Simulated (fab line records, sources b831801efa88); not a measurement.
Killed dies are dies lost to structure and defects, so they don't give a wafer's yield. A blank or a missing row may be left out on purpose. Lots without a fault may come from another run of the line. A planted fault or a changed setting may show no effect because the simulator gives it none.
fab line records | flow sky130
record lots=12 wafers=36 last_day=50
route steps=708 shown NWELL@68 VT_ADJUST_NCORE@121 PAD_OPEN@708
lots that met no fault: from a run of the same line without faults
start_h: hours from the record's first day to the start of the lot's first wafer shown | wait_h: hours since the lot's step before | " the same as in the row above | L1.1+2: a row that stands for several wafers | - no value, or no start given | * or withheld: withheld | < > ~ a bound
route shown NAME@n: a module of which the file shows steps, and the number in the route of the first | usual: mean/standard deviation of fault-free wafers | same: alike in all rows | chamber/n: place in a boat | sites: the reading at each site | _std_site: their standard deviation | _edge_site: outer sites' mean less inner sites' | radius_mm: how far each site lies from the wafer's centre | mask NAME#n: copy n | behind: the tool/chamber that last shaped the wafer | hold: why the lot was held/for how many hours/how that ended | device: the transistor (n, p or np) that didn't switch | end of line: the same wafers' tests at the end of the route | a step without rows: its recipe alone | killed: dies lost to structure and defects at the first sort, not the wafer's yield | map: a wafer's dies, x killed, . not, _ none there
set.NAME: the setting as run; set.NAME@STEP: as run at that earlier step | model.NAME: the simulator's own value behind a step, which no gauge read
steps of the route over a sample of lots; a table a step, a row a wafer
services: from which hour (start_h, from the record's first day; less than 0 if before it) a tool's chamber was out of use, for how many hours, and why
## steps
# step SKY_NWELL_TW_MEAS_15
# usual NWELL_TW=1806/12
# columns lot.wafer tool chamber start_h wait_h NWELL_TW
L858.1 film_metro-04 - 90.83 0.1 1831
L858.3 " - " " 1817
L858.5 " - " " 1829
L859.2 film_metro-04 - 96.80 0.1 1817
L859.4 " - " " 1827
L859.6 " - " " 1826
L861.1 film_metro-01 - 109.99 0.1 1804
L861.2 " - " " 1802
L861.5 " - " " 1802
L862.4 film_metro-02 - 110.31 0.1 1801
L862.5 " - " " 1790
L862.6 " - " " 1794
L863.1 film_metro-01 - 116.49 0.1 1809
L863.4 " - " " 1807
L863.5 " - " " 1803
L864.1 film_metro-04 - 120.54 0.1 1843
L864.2 " - " " 1828
L864.3 " - " " 1829
L866.2 film_metro-02 - 132.90 0.1 1795
L866.3 " - " " 1798
L866.4 " - " " 1787
L869.2 film_metro-01 - 151.45 0.1 1795
L869.3 " - " " 1798
L869.4 " - " " 1795
L876.1 film_metro-01 - 200.04 0.1 1799
L876.4 " - " " 1796
L876.5 " - " " 1803
L878.2 film_metro-01 - 206.80 0.1 1791
L878.3 " - " " 1805
L878.6 " - " " 1795
L880.2 film_metro-02 - 214.09 0.1 1810
L880.3 " - " " 1808
L880.5 " - " " 1809
L881.1 film_metro-02 - 221.19 0.1 1814
L881.2 " - " " 1810
L881.3 " - " " 1813
# step SKY_NWELL_OVL_MEAS_23
# usual NWELL_01_OVL=-0.4/1.4
# columns lot.wafer tool chamber start_h wait_h NWELL_01_OVL[nm]
L858.1 overlay-01 - 108.40 - -0.3
L858.3 " - " " -1.0
L858.5 " - " " -0.8
L859.2 overlay-01 - 115.10 - 0.1
L859.4 " - " " 1.6
L859.6 " - " " -0.9
L861.1 overlay-02 - 128.00 - -3.5
L861.2 " - " " -2.4
L861.5 " - " " -2.0
L862.4 overlay-01 - 128.52 - 1.3
L862.5 " - " " 0.0
L862.6 " - " " 1.5
L863.1 overlay-01 - 136.05 - 0.8
L863.4 " - " " 0.7
L863.5 " - " " 0.4
L864.1 overlay-01 - 139.25 - 0.6
L864.2 " - " " 1.3
L864.3 " - " " 2.0
L866.2 overlay-01 - 151.46 - -1.3
L866.3 " - " " -2.1
L866.4 " - " " -0.5
L869.2 overlay-02 - 171.56 - -3.2
L869.3 " - " " -2.4
L869.4 " - " " -2.8
L876.1 overlay-02 - 222.76 - -2.2
L876.4 " - " " -1.6
L876.5 " - " " -1.6
L878.2 overlay-01 - 229.50 - -0.9
L878.3 " - " " 0.5
L878.6 " - " " 0.9
L880.2 overlay-02 - 236.85 - 0.9
L880.3 " - " " 0.8
L880.5 " - " " 1.0
L881.1 overlay-01 - 244.35 - 0.2
L881.2 " - " " 1.6
L881.3 " - " " 0.5
# step SKY_NWELL_RTA_28
# recipe temp_c=1050 time_s=30 idle_temp_c=650 ramp_up_c_per_s=150 ramp_down_c_per_s=90 ambient=N2
# usual lamp_power_pct=25.30/0.054 wafer_temp_C_max=1054.9/0.91
# columns lot.wafer tool chamber start_h wait_h lamp_power_pct wafer_temp_C_max
L858.1 rtp_anneal-01 0 108.79 0.0 25.30 1053.8
L858.3 " 0 " " 25.27 1054.7
L858.5 " 0 " " 25.24 1055.1
L859.2 rtp_anneal-01 0 115.51 0.0 25.37 1054.2
L859.4 " 0 " " 25.35 1054.4
L859.6 " 0 " " 25.25 1054.6
L861.1 rtp_anneal-02 0 128.40 0.0 25.34 1053.8
L861.2 " 0 " " 25.31 1058.8
L861.5 " 0 " " 25.25 1054.9
L862.4 rtp_anneal-01 0 128.96 0.1 25.21 1055.9
L862.5 " 0 " " 25.30 1056.1
L862.6 " 0 " " 25.20 1054.3
L863.1 rtp_anneal-01 0 136.48 0.0 25.37 1054.4
L863.4 " 0 " " 25.33 1054.7
L863.5 " 0 " " 25.21 1054.2
L864.1 rtp_anneal-02 0 139.65 0.0 25.25 1055.2
L864.2 " 0 " " 25.31 1054.8
L864.3 " 0 " " 25.25 1054.4
L866.2 rtp_anneal-02 0 151.87 0.0 25.36 1054.9
L866.3 " 0 " " 25.30 1055.1
L866.4 " 0 " " 25.34 1055.1
L869.2 rtp_anneal-02 0 171.98 0.0 25.16 1054.6
L869.3 " 0 " " 25.34 1054.5
L869.4 " 0 " " 25.30 1055.2
L876.1 rtp_anneal-01 0 223.15 0.0 25.30 1055.1
L876.4 " 0 " " 25.25 1053.6
L876.5 " 0 " " 25.29 1056.1
L878.2 rtp_anneal-01 0 229.91 0.0 25.49 1056.3
L878.3 " 0 " " 25.32 1054.9
L878.6 " 0 " " 25.29 1054.5
L880.2 rtp_anneal-01 0 237.26 0.0 25.33 1055.4
L880.3 " 0 " " 25.34 1054.2
L880.5 " 0 " " 25.37 1055.3
L881.1 rtp_anneal-02 0 244.75 0.0 25.27 1054.9
L881.2 " 0 " " 25.28 1055.3
L881.3 " 0 " " 25.21 1054.2
# step SKY_VT_ADJUST_NCORE_COAT_02
# recipe resist=NOVOLAK spin_rpm=3000 resist_thk_nm=1140
# columns lot.wafer tool chamber start_h wait_h
L858.1+3+5 litho_track-03 0 178.35 0.1
L859.2+4+6 litho_track-01 0 185.08 0.1
L861.1+2+5 litho_track-01 0 201.11 0.1
L862.4+5+6 litho_track-01 0 202.08 0.1
L863.1+4+5 litho_track-03 0 210.10 0.1
L864.1+2+3 litho_track-03 0 213.80 0.1
L866.2+3+4 litho_track-03 0 226.92 0.1
L869.2+3+4 litho_track-03 0 251.22 0.1
L876.1+4+5 litho_track-03 0 308.45 0.1
L878.2+3+6 litho_track-01 0 315.28 0.1
L880.2+3+5 litho_track-01 0 324.38 0.1
L881.1+2+3 litho_track-03 0 333.00 0.1
# step SKY_VT_ADJUST_NCORE_CD_MEAS_07
# recipe target_cd_nm=380
# usual cd_nm=379.8/2.4
# columns lot.wafer tool chamber start_h wait_h cd_nm
L858.1 cd_sem-01 - 188.86 0.1 379.9
L858.3 " - " " 378.9
L858.5 " - " " 378.8
L859.2 cd_sem-02 - 196.02 0.1 380.1
L859.4 " - " " 379.6
L859.6 " - " " 381.3
L861.1 cd_sem-01 - 212.21 0.1 378.9
L861.2 " - " " 380.7
L861.5 " - " " 381.6
L862.4 cd_sem-02 - 212.92 0.1 379.3
L862.5 " - " " 381.0
L862.6 " - " " 379.3
L863.1 cd_sem-01 - 222.40 0.1 381.9
L863.4 " - " " 380.9
L863.5 " - " " 382.6
L864.1 cd_sem-01 - 225.26 0.1 383.7
L864.2 " - " " 383.9
L864.3 " - " " 382.4
L866.2 cd_sem-01 - 237.98 0.1 389.3
L866.3 " - " " 387.4
L866.4 " - " " 379.9
L869.2 cd_sem-01 - 263.38 0.1 387.5
L869.3 " - " " 388.2
L869.4 " - " " 379.1
L876.1 cd_sem-01 - 321.91 0.1 377.9
L876.4 " - " " 375.8
L876.5 " - " " 376.1
L878.2 cd_sem-01 - 329.23 0.1 379.9
L878.3 " - " " 378.5
L878.6 " - " " 379.3
L880.2 cd_sem-02 - 337.98 0.1 376.4
L880.3 " - " " 374.4
L880.5 " - " " 378.3
L881.1 cd_sem-02 - 346.50 0.1 380.7
L881.2 " - " " 382.1
L881.3 " - " " 381.0
# step SKY_VT_ADJUST_NCORE_STRIP_10
# recipe chemistry=O2/N2 power_w=1400 pressure_mtorr=1500 platen_temp_c=withheld o2_flow_sccm=3000 n2_flow_sccm=300 overash_fraction=0.5
# usual drypump_motor_current_A=5.76/0.24 oes_product_au=0.715/0.0051 strip_time_to_endpoint_s=14.19/0.043
# columns lot.wafer tool chamber start_h wait_h drypump_motor_current_A oes_product_au rf_hours_counter_h strip_time_to_endpoint_s
L858.1 plasma_asher-03 0 189.16 0.1 5.81 0.723 7 14.20
L858.3 " 0 " " 5.82 0.711 - 14.29
L858.5 " 1 " " 5.73 0.716 - 14.22
L859.2 plasma_asher-04 0 196.30 0.1 6.00 0.712 37 14.17
L859.4 " 0 " " 6.01 0.723 - 14.14
L859.6 " 0 " " 5.99 0.715 - 14.16
L861.1 plasma_asher-03 0 212.51 0.1 5.80 0.718 9 14.16
L861.2 " 1 " " 5.68 0.713 9 14.18
L861.5 " 1 " " 5.74 0.725 - 14.16
L862.4 plasma_asher-02 1 213.20 0.1 6.07 0.716 - 14.13
L862.5 " 1 " " 6.09 0.716 - 14.22
L862.6 " 0 " " 5.79 0.722 - 14.16
L863.1 plasma_asher-04 1 222.70 0.1 5.26 0.722 40 14.18
L863.4 " 1 " " 5.28 0.711 - 14.16
L863.5 " 1 " " 5.28 0.712 - 14.20
L864.1 plasma_asher-02 1 225.57 0.1 6.09 0.709 52 14.17
L864.2 " 0 " " 5.80 0.716 52 14.18
L864.3 " 0 " " 5.79 0.722 - 14.19
L866.2 plasma_asher-03 1 238.27 0.1 5.69 0.724 11 13.28
L866.3 " 1 " " 5.68 0.715 - 13.27
L866.4 " 0 " " 5.79 0.719 - 14.22
L869.2 plasma_asher-04 1 263.66 0.1 5.29 0.712 44 13.17
L869.3 " 0 " " 6.00 0.717 - 13.15
L869.4 " 1 " " 5.30 0.716 - 14.11
L876.1 plasma_asher-03 1 322.21 0.1 5.74 0.711 20 14.15
L876.4 " 1 " " 5.70 0.713 - 14.22
L876.5 " 1 " " 5.73 0.713 - 14.18
L878.2 plasma_asher-03 0 329.51 0.1 5.80 0.718 20 14.15
L878.3 " 1 " " 5.66 0.714 - 14.12
L878.6 " 1 " " 5.68 0.715 - 14.16
L880.2 plasma_asher-02 1 338.27 0.1 6.09 0.712 64 14.20
L880.3 " 1 " " 6.07 0.719 - 14.22
L880.5 " 0 " " 5.79 0.718 - 14.21
L881.1 plasma_asher-04 0 346.81 0.1 5.98 0.723 52 14.21
L881.2 " 1 " " 5.29 0.712 52 14.22
L881.3 " 1 " " 5.30 0.722 - 14.17
# step SKY_PAD_OPEN_PROBE_99
# usual killed_at_M0_to_M3=43/6.8 killed_at_M4_up=3.2/1.7 killed_at_contacts=24/5.7 killed_at_front_end=16/4.3 killed_at_other=0.3/0.56 killed_dies=86/9.5 killed_on_rim=16/3.6 killed_open=47/6.9 killed_short=39/5.8
# same gross_dies=492 killed_at_back_side=0
# columns lot.wafer tool chamber start_h wait_h killed_at_M0_to_M3 killed_at_M4_up killed_at_contacts killed_at_front_end killed_at_other killed_dies killed_on_rim killed_open killed_short
L858.1 prober-02 - 1078.41 0.1 49 3 22 17 0 91 17 54 37
L858.3 prober-02 - 1078.51 0.2 34 3 29 23 0 89 23 47 42
L858.5 prober-02 - 1078.61 0.2 41 5 34 20 0 100 14 65 35
L859.2 prober-01 - 1086.37 0.1 35 0 27 17 0 79 11 40 39
L859.4 prober-01 - 1086.47 0.2 46 2 17 17 1 83 19 47 36
L859.6 prober-01 - 1086.57 0.2 55 0 21 11 0 87 13 51 36
L862.4 prober-01 - 1100.13 0.2 58 3 32 13 0 106 19 57 49
L862.5 prober-01 - 1100.18 0.2 43 1 15 12 0 71 11 37 34
L862.6 prober-01 - 1100.23 0.2 48 3 28 10 0 89 18 51 38
L861.1 prober-02 - 1102.54 0.1 39 2 18 13 0 72 15 40 32
L861.2 prober-02 - 1102.59 0.1 37 3 21 22 0 83 19 46 37
L861.5 prober-02 - 1102.74 0.2 42 3 28 18 0 91 14 51 39
L864.1 prober-01 - 1110.23 0.1 34 2 13 13 1 63 16 33 30
L864.2 prober-01 - 1110.28 0.1 35 4 25 17 0 81 15 38 42
L864.3 prober-01 - 1110.33 0.2 40 5 20 12 1 78 15 36 42
L863.1 prober-02 - 1111.73 0.1 46 6 27 10 0 89 24 50 39
L863.4 prober-02 - 1111.88 0.2 44 3 23 16 0 86 17 48 38
L863.5 prober-02 - 1111.93 0.2 44 6 17 14 0 81 9 43 38
L866.2 prober-02 - 1120.97 0.1 47 6 26 8 0 87 17 46 41
L866.3 prober-02 - 1121.02 0.2 43 3 32 15 0 93 17 51 42
L866.4 prober-02 - 1121.07 0.2 49 3 15 19 0 86 15 46 40
L869.2 prober-01 - 1142.68 0.1 44 4 18 14 1 81 13 45 36
L869.3 prober-01 - 1142.73 0.2 29 4 22 19 0 74 16 49 25
L869.4 prober-01 - 1142.78 0.2 46 4 15 19 0 84 12 54 29
L876.1 prober-02 - 1185.27 0.1 44 5 30 16 1 96 21 56 39
L876.4 prober-02 - 1185.42 0.2 39 4 28 19 0 90 20 46 43
L876.5 prober-02 - 1185.47 0.2 33 1 23 20 0 77 17 48 29
L878.2 prober-01 - 1186.88 0.1 28 1 19 12 2 62 15 31 30
L878.3 prober-01 - 1186.93 0.2 37 3 23 13 0 76 19 42 34
L878.6 prober-01 - 1187.08 0.2 43 2 22 12 0 79 15 44 35
L880.2 prober-01 - 1194.91 0.1 30 2 20 18 1 71 15 42 29
L880.3 prober-01 - 1194.96 0.2 43 1 32 24 1 101 22 58 41
L880.5 prober-01 - 1195.06 0.2 41 5 26 15 2 89 20 38 49
L881.1 prober-01 - 1198.59 0.1 38 6 16 13 1 74 12 40 34
L881.2 prober-01 - 1198.64 0.1 49 2 23 20 0 94 18 61 33
L881.3 prober-01 - 1198.69 0.2 45 1 21 15 0 82 15 43 38
# killed by level:class
L858.1 VIA1:geometric_particle:open=17 VIA3:geometric_particle:open=11 CONTACT:geometric_particle:open=8 FIELD_ISO:geometric_particle:short=6 VIA2:geometric_particle:open=6 LOCAL_INTERCONNECT:geometric_particle:short=5 POLY_GATE:geometric_particle:short=4 CONTACT:geometric_particle:short=4
L858.3 VIA3:geometric_particle:open=8 CONTACT:geometric_particle:open=7 FIELD_ISO:geometric_particle:open=7 LOCAL_INTERCONNECT:geometric_particle:short=7 CONTACT:geometric_particle:short=7 VIA1:geometric_particle:open=6 FIELD_ISO:geometric_particle:short=5 POLY_GATE:geometric_particle:open=5
L858.5 VIA1:geometric_particle:open=17 LI_CONTACT:geometric_particle:open=11 CONTACT:geometric_particle:open=10 FIELD_ISO:geometric_particle:open=7 LOCAL_INTERCONNECT:geometric_particle:short=6 VIA2:geometric_particle:open=6 CONTACT:geometric_particle:short=5 VIA3:geometric_particle:open=5
L859.2 CONTACT:geometric_particle:open=10 VIA1:geometric_particle:short=8 VIA1:geometric_particle:open=7 VIA2:geometric_particle:open=7 POLY_GATE:geometric_particle:short=6 POLY_GATE:geometric_particle:open=6 LI_CONTACT:geometric_particle:short=4 LI_CONTACT:geometric_particle:open=4
L859.4 VIA1:geometric_particle:open=12 VIA3:geometric_particle:open=8 FIELD_ISO:geometric_particle:short=6 POLY_GATE:geometric_particle:open=6 CONTACT:geometric_particle:open=6 LI_CONTACT:geometric_particle:open=5 METAL1:geometric_particle:short=5 METAL2:geometric_particle:short=5
L859.6 VIA1:geometric_particle:open=11 VIA3:geometric_particle:open=11 METAL2:geometric_particle:short=8 CONTACT:geometric_particle:open=8 VIA2:geometric_particle:open=6 FIELD_ISO:geometric_particle:short=4 LI_CONTACT:geometric_particle:open=4 CONTACT:geometric_particle:short=4
L862.4 CONTACT:geometric_particle:open=13 METAL1:geometric_particle:short=10 VIA1:geometric_particle:open=10 LI_CONTACT:geometric_particle:open=8 METAL2:geometric_particle:short=8 VIA3:geometric_particle:open=7 VIA3:geometric_particle:short=6 FIELD_ISO:geometric_particle:open=5
L862.5 VIA2:geometric_particle:open=8 CONTACT:geometric_particle:open=6 VIA1:geometric_particle:open=6 VIA3:geometric_particle:short=5 METAL1:geometric_particle:short=5 VIA2:geometric_particle:short=5 VIA3:geometric_particle:open=5 FIELD_ISO:geometric_particle:open=3
L862.6 LI_CONTACT:geometric_particle:open=10 CONTACT:geometric_particle:open=8 METAL2:geometric_particle:short=8 VIA1:geometric_particle:open=8 METAL1:geometric_particle:open=6 FIELD_ISO:geometric_particle:open=5 METAL1:geometric_particle:short=5 VIA3:geometric_particle:short=5
L861.1 CONTACT:geometric_particle:open=10 VIA1:geometric_particle:open=7 FIELD_ISO:geometric_particle:short=5 METAL1:geometric_particle:short=5 VIA1:geometric_particle:short=5 VIA2:geometric_particle:open=5 LI_CONTACT:geometric_particle:open=4 VIA2:geometric_particle:short=4
L861.2 VIA1:geometric_particle:open=7 FIELD_ISO:geometric_particle:open=6 LI_CONTACT:geometric_particle:open=6 CONTACT:geometric_particle:open=6 VIA3:geometric_particle:open=6 POLY_GATE:geometric_particle:open=5 METAL1:geometric_particle:short=5 POLY_GATE:geometric_particle:short=4
L861.5 CONTACT:geometric_particle:open=11 LI_CONTACT:geometric_particle:open=10 VIA1:geometric_particle:open=10 VIA2:geometric_particle:open=7 FIELD_ISO:geometric_particle:short=5 METAL2:geometric_particle:short=5 CONTACT:geometric_particle:short=4 METAL1:geometric_particle:short=4
L864.1 VIA3:geometric_particle:open=9 VIA1:geometric_particle:open=5 METAL2:geometric_particle:short=5 POLY_GATE:geometric_particle:short=4 LI_CONTACT:geometric_particle:open=4 VIA2:geometric_particle:open=4 LOCAL_INTERCONNECT:geometric_particle:short=3 CONTACT:geometric_particle:open=3
L864.2 METAL1:geometric_particle:short=10 LI_CONTACT:geometric_particle:open=8 CONTACT:geometric_particle:open=7 VIA2:geometric_particle:open=7 POLY_GATE:geometric_particle:short=5 CONTACT:geometric_particle:short=5 VIA1:geometric_particle:open=5 VIA3:geometric_particle:open=5
L864.3 LI_CONTACT:geometric_particle:open=7 CONTACT:geometric_particle:short=7 VIA1:geometric_particle:open=7 VIA1:geometric_particle:short=6 METAL2:geometric_particle:short=6 CONTACT:geometric_particle:open=4 METAL1:geometric_particle:short=4 VIA2:geometric_particle:short=4
L863.1 CONTACT:geometric_particle:open=13 VIA1:geometric_particle:open=12 VIA2:geometric_particle:open=8 LI_CONTACT:geometric_particle:open=7 FIELD_ISO:geometric_particle:short=6 METAL1:geometric_particle:short=5 METAL2:geometric_particle:short=5 LOCAL_INTERCONNECT:geometric_particle:short=4
L863.4 VIA1:geometric_particle:open=12 VIA3:geometric_particle:open=12 CONTACT:geometric_particle:open=9 LOCAL_INTERCONNECT:geometric_particle:short=6 METAL1:geometric_particle:short=6 FIELD_ISO:geometric_particle:short=4 POLY_GATE:geometric_particle:short=4 METAL2:geometric_particle:short=4
L863.5 VIA3:geometric_particle:open=9 METAL1:geometric_particle:short=9 VIA1:geometric_particle:open=8 CONTACT:geometric_particle:open=5 VIA1:geometric_particle:short=5 FIELD_ISO:geometric_particle:open=4 LI_CONTACT:geometric_particle:short=4 LI_CONTACT:geometric_particle:open=4
L866.2 CONTACT:geometric_particle:open=12 VIA2:geometric_particle:short=9 VIA1:geometric_particle:open=8 CONTACT:geometric_particle:short=5 LI_CONTACT:geometric_particle:open=5 VIA1:geometric_particle:short=5 VIA2:geometric_particle:open=5 VIA3:geometric_particle:open=5
L866.3 VIA1:geometric_particle:open=12 CONTACT:geometric_particle:open=12 LI_CONTACT:geometric_particle:open=10 FIELD_ISO:geometric_particle:short=5 VIA3:geometric_particle:open=5 VIA2:geometric_particle:open=5 LI_CONTACT:geometric_particle:short=4 VIA1:geometric_particle:short=4
L866.4 VIA1:geometric_particle:open=17 VIA1:geometric_particle:short=9 METAL2:geometric_particle:short=7 FIELD_ISO:geometric_particle:short=6 LI_CONTACT:geometric_particle:open=6 METAL1:geometric_particle:short=5 CONTACT:geometric_particle:open=4 FIELD_ISO:geometric_particle:open=3
L869.2 VIA1:geometric_particle:open=13 POLY_GATE:geometric_particle:short=6 VIA3:geometric_particle:open=6 METAL2:geometric_particle:short=6 LI_CONTACT:geometric_particle:open=5 CONTACT:geometric_particle:open=5 VIA2:geometric_particle:open=5 VIA1:geometric_particle:short=4
L869.3 CONTACT:geometric_particle:open=9 VIA1:geometric_particle:open=7 POLY_GATE:geometric_particle:open=6 LI_CONTACT:geometric_particle:open=5 VIA2:geometric_particle:open=4 FIELD_ISO:geometric_particle:short=3 FIELD_ISO:geometric_particle:open=3 LOCAL_INTERCONNECT:geometric_particle:short=3
L869.4 VIA1:geometric_particle:open=16 VIA2:geometric_particle:open=9 FIELD_ISO:geometric_particle:open=7 CONTACT:geometric_particle:open=7 POLY_GATE:geometric_particle:open=6 CONTACT:geometric_particle:short=4 METAL1:geometric_particle:short=4 METAL4:geometric_particle:short=4
L876.1 CONTACT:geometric_particle:open=14 VIA1:geometric_particle:open=13 VIA2:geometric_particle:open=6 FIELD_ISO:geometric_particle:short=5 METAL1:geometric_particle:short=5 LOCAL_INTERCONNECT:geometric_particle:short=5 LI_CONTACT:geometric_particle:open=5 VIA3:geometric_particle:short=5
L876.4 CONTACT:geometric_particle:open=8 LI_CONTACT:geometric_particle:open=8 METAL1:geometric_particle:short=8 CONTACT:geometric_particle:short=7 FIELD_ISO:geometric_particle:short=6 VIA2:geometric_particle:open=6 VIA3:geometric_particle:open=5 METAL2:geometric_particle:short=5
L876.5 VIA3:geometric_particle:open=10 LI_CONTACT:geometric_particle:open=7 POLY_GATE:geometric_particle:open=6 CONTACT:geometric_particle:open=6 FIELD_ISO:geometric_particle:short=5 FIELD_ISO:geometric_particle:open=5 METAL2:geometric_particle:short=5 VIA1:geometric_particle:open=5
L878.2 LI_CONTACT:geometric_particle:open=6 CONTACT:geometric_particle:short=6 VIA1:geometric_particle:open=5 POLY_GATE:geometric_particle:open=4 METAL2:geometric_particle:short=4 VIA3:geometric_particle:open=4 FIELD_ISO:geometric_particle:open=3 METAL3:geometric_particle:short=3
L878.3 VIA1:geometric_particle:open=8 VIA2:geometric_particle:open=7 LI_CONTACT:geometric_particle:open=7 METAL2:geometric_particle:short=5 CONTACT:geometric_particle:open=5 FIELD_ISO:geometric_particle:short=4 METAL1:geometric_particle:short=3 POLY_GATE:geometric_particle:short=3
L878.6 CONTACT:geometric_particle:open=8 METAL2:geometric_particle:short=8 VIA1:geometric_particle:open=6 LI_CONTACT:geometric_particle:open=6 POLY_GATE:geometric_particle:open=5 VIA1:geometric_particle:short=5 VIA2:geometric_particle:open=5 VIA3:geometric_particle:open=5
L880.2 LI_CONTACT:geometric_particle:open=11 FIELD_ISO:geometric_particle:open=9 VIA2:geometric_particle:open=5 VIA1:geometric_particle:open=5 METAL3:geometric_particle:short=4 VIA1:geometric_particle:short=4 METAL2:geometric_particle:short=4 CONTACT:geometric_particle:short=4
L880.3 CONTACT:geometric_particle:open=14 VIA1:geometric_particle:open=14 LI_CONTACT:geometric_particle:open=8 FIELD_ISO:geometric_particle:short=7 CONTACT:geometric_particle:short=7 VIA2:geometric_particle:open=7 FIELD_ISO:geometric_particle:open=6 VIA1:geometric_particle:short=6
L880.5 CONTACT:geometric_particle:open=9 VIA1:geometric_particle:open=9 METAL1:geometric_particle:short=8 VIA3:geometric_particle:open=6 METAL2:geometric_particle:short=6 CONTACT:geometric_particle:short=6 LI_CONTACT:geometric_particle:open=5 LOCAL_INTERCONNECT:geometric_particle:short=4
L881.1 VIA1:geometric_particle:open=9 LI_CONTACT:geometric_particle:open=7 VIA2:geometric_particle:open=7 METAL4:geometric_particle:short=5 CONTACT:geometric_particle:open=4 VIA3:geometric_particle:open=4 POLY_CUT:geometric_particle:short=3 POLY_GATE:geometric_particle:open=3
L881.2 CONTACT:geometric_particle:open=11 VIA2:geometric_particle:open=10 VIA1:geometric_particle:open=9 POLY_GATE:geometric_particle:open=7 VIA3:geometric_particle:open=6 LI_CONTACT:geometric_particle:open=5 VIA1:geometric_particle:short=5 METAL2:geometric_particle:short=5
L881.3 VIA1:geometric_particle:open=14 VIA3:geometric_particle:open=9 FIELD_ISO:geometric_particle:short=8 CONTACT:geometric_particle:open=6 VIA2:geometric_particle:short=5 LOCAL_INTERCONNECT:geometric_particle:short=4 METAL1:geometric_particle:short=4 LI_CONTACT:geometric_particle:open=4
## services
# columns tool chamber start_h hours kind
plasma_asher-03 - 108.75 9.0 pm
plasma_asher-03 0 108.75 9.0 vent_cycle
plasma_asher-03 1 108.75 9.0 vent_cycle
plasma_asher-03 0 117.75 - clean
plasma_asher-03 1 117.75 - clean
rtp_anneal-01 - 131.22 2.7 pm
litho_track-03 - 204.08 - consumable_replace:filter
plasma_asher-03 - 220.70 3.4 repair
plasma_asher-04 - 245.35 5.1 repair
## key
first_sign step=SKY_VT_ADJUST_NCORE_CD_MEAS_07 reading=cd_nm direction=up sigmas=3.4 usual=379.8 struck=388.1
effect step=SKY_VT_ADJUST_NCORE_STRIP_10 reading=strip_time_to_endpoint_s direction=down sigmas=22 usual=* struck=*
met_at SKY_VT_ADJUST_NCORE_COAT_02
struck_lots L866,L869
struck_wafers L866.2,L866.3,L869.2,L869.3
tester_left_out L866,L869
not_acting_at SKY_NWELL_TW_MEAS_15,SKY_NWELL_OVL_MEAS_23,SKY_NWELL_RTA_28
onset_between 213.80 226.92
fault kind=process_parameter_drift tool=litho_track-03 chamber=- onset_h=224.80 steps=SKY_VT_ADJUST_NCORE_COAT_02 channel=resist_thk_nm offset=-83.078 shape=step end_h=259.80 scope=struck_wafers_only acts_in=these_recipes_only stated=1140
# tester_left_out: of these lots the tester's yield and bins aren't shown, on N5 and GAA mostly nor the transistor test; their killed dies are dies lost to structure and defects alone, not to doping, threshold or leakage, so they don't give the yield
